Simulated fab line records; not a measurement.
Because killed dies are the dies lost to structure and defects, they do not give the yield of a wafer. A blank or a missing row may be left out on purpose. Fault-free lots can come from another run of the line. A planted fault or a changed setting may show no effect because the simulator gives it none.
A struck lot beside a sound one + flow gf180mcu + 14 steps out of a route of 602
Sound: the wafers L314.1, L314.5, L314.6. Wafers struck: L306.1, L306.2, L306.4. At the end, the cause is stated.
Order at every step that has rows: each side's tool, ch and its chambers, its first start. Under that, the readings that differ: sound wafers + struck wafers + difference of the means + sigmas: that difference in standard deviations of wafers without a fault.
alike: readings with means less than 2 such deviations apart, plus words and numbers identical on both sides. not compared: withheld readings, readings lacking a value on some wafer, bounds such as >300 that could conceal the same value, and numbers that have no deviation in the record and whose values overlap.
A row with sigmas, a row that says differs or no value, or rows on one side alone: a step with any of these is where the two part. Non-overlapping numbers with no deviation appear without sigmas and do not part them. Lack of a reading on every wafer of one side parts them only where that side has two or more wafers.

GF_PSD_STRIP_10: strips in O2/N2.
  sound on plasma asher-02 ch 0,1, day 20 23:25; struck on plasma asher-03 ch 0,1, day 17 21:40
| reading                     | sound       | struck      | difference | sigmas |
|-----------------------------|-------------|-------------|------------|--------|
| drypump motor current A (A) | 4.8 5.6 4.8 | 5.9 5.9 6.0 | +0.9       | +2     |
  alike: heater power w, oes product au, strip time to endpoint s
  not compared: rf hours counter h
GF_PSD_TW_MEAS_11:
  sound: film metro-02 at day 20 23:31; struck: film metro-02 at day 17 21:46
| reading | sound          | struck         | difference | sigmas |
|---------|----------------|----------------|------------|--------|
| PSD_TW  | 3132 3134 3112 | 3177 3177 3193 | +56        | +3     |
then, 1 step without rows for these wafers: GF_PSD_CLEAN_12 (cleans in SC1/SC2, time 150 s).
GF_PSD_RTA_13: time 20 s.
  sound on rtp anneal-01 ch 0, day 20 23:38; struck on rtp anneal-01 ch 0, day 17 21:53
  alike: lamp power pct, wafer_temp_C_max
GF_PSD_RS_MEAS_14: a four-point-probe measurement.
  sound: film metro-01 at day 20 23:43; struck: film metro-03 at day 17 21:58
  alike: NSD_RS
GF_PSD_RS_MEAS_15: a four-point-probe measurement.
  sound: film metro-01 at day 20 23:50; struck: film metro-03 at day 17 22:05
  alike: PSD_RS
GF_SAB_CVD_00: deposits SiO2 from TEOS, target thk 50 nm, time 4.9302 s.
  sound on pecvd-02 ch 0,1, day 20 23:58; struck on pecvd-03 ch 0,1,2, day 17 22:12
  alike: heater power w
GF_SAB_THK_MEAS_01:
  sound: film metro-02 at day 20 23:59; struck: film metro-02 at day 17 22:13
  alike: SAB_CVD_00_THK
then, 4 steps without rows for these wafers: GF_SAB_DEHYDRATE_02 (time 60 s); GF_SAB_HMDS_03 (prime time 60 s); GF_SAB_COAT_04 (resist thk 1000 nm); GF_SAB_SOFTBAKE_05 (time 60 s).
GF_SAB_EXPOSE_06: exposes mask SAB, target cd 420 nm.
  sound on iline stepper-01 ch 0, day 21 11:40; struck on iline stepper-02, day 18 10:13
  no value came back on the struck wafers for exposure dose mJ cm2, focus offset nm (nm); on the sound wafers exposure dose mJ cm2 reads 140.16 139.89 139.89
  alike: mask
following that, these wafers have no rows for 1 step: GF_SAB_PEB_07.

WHERE THEY PART
Last at GF_SAB_EXPOSE_06 as far as this record goes, first at GF_PSD_STRIP_10.

WHY: what had been put in by the simulator
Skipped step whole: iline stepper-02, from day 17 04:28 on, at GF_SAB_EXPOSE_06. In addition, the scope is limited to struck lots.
